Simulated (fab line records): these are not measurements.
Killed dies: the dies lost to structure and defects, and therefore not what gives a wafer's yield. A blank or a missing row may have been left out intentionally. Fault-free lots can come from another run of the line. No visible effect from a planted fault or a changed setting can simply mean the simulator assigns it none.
Which tool was responsible?    flow gf180mcu    7 lots (21 wafers sampled), 1 step of a 602-step route

== WHAT THE GAUGES SHOWED, per wafer ==
GF_M1_RS_MEAS_05: measures by four-point-probe.
lot   measured      on             M1_ALCU_RS (ohm/sq)
L248  day 16 17:50  film_metro-02  0.0698 0.0708 0.0697
L252  day 17 11:34  film_metro-02  0.0707 0.0697 0.0699
L255  day 18 15:42  film_metro-02  0.0684 0.0685 0.0680
L258  day 19 16:29  film_metro-01  0.0697 0.0698 0.0708
L266  day 23 11:40  film_metro-04  0.0679 0.0681 0.0680
L269  day 24 00:13  film_metro-01  0.0690 0.0696 0.0696
L271  day 24 19:25  film_metro-02  0.0694 0.0690 0.0692

== EACH LOT AND THE TOOL THAT RAN IT (in order: tool; ch and the chambers of the sampled wafers; start) ==
Record: no process step prior to these readings.

== THE ANSWER, worked out from the rows above alone ==
Rule: what is usual is taken from the lots themselves. Put in order of their means at a reading, lots are off if they are a third of the lots or fewer, leave a main group of 4 or more, and stand apart from it by a gap of 3 or more times the standard deviation of the main group's means; of several such gaps the widest counts. A main group whose means are all the same, to the digits that the tables above print for the reading, isn't used. A lot without any number at a reading at which 4 lots or more have one is off too. The other lots that the step has rows for count as sound.
Nothing can be told from this: no lot is off at any reading shown.

== WHAT THE SIMULATOR HAD PUT IN ==
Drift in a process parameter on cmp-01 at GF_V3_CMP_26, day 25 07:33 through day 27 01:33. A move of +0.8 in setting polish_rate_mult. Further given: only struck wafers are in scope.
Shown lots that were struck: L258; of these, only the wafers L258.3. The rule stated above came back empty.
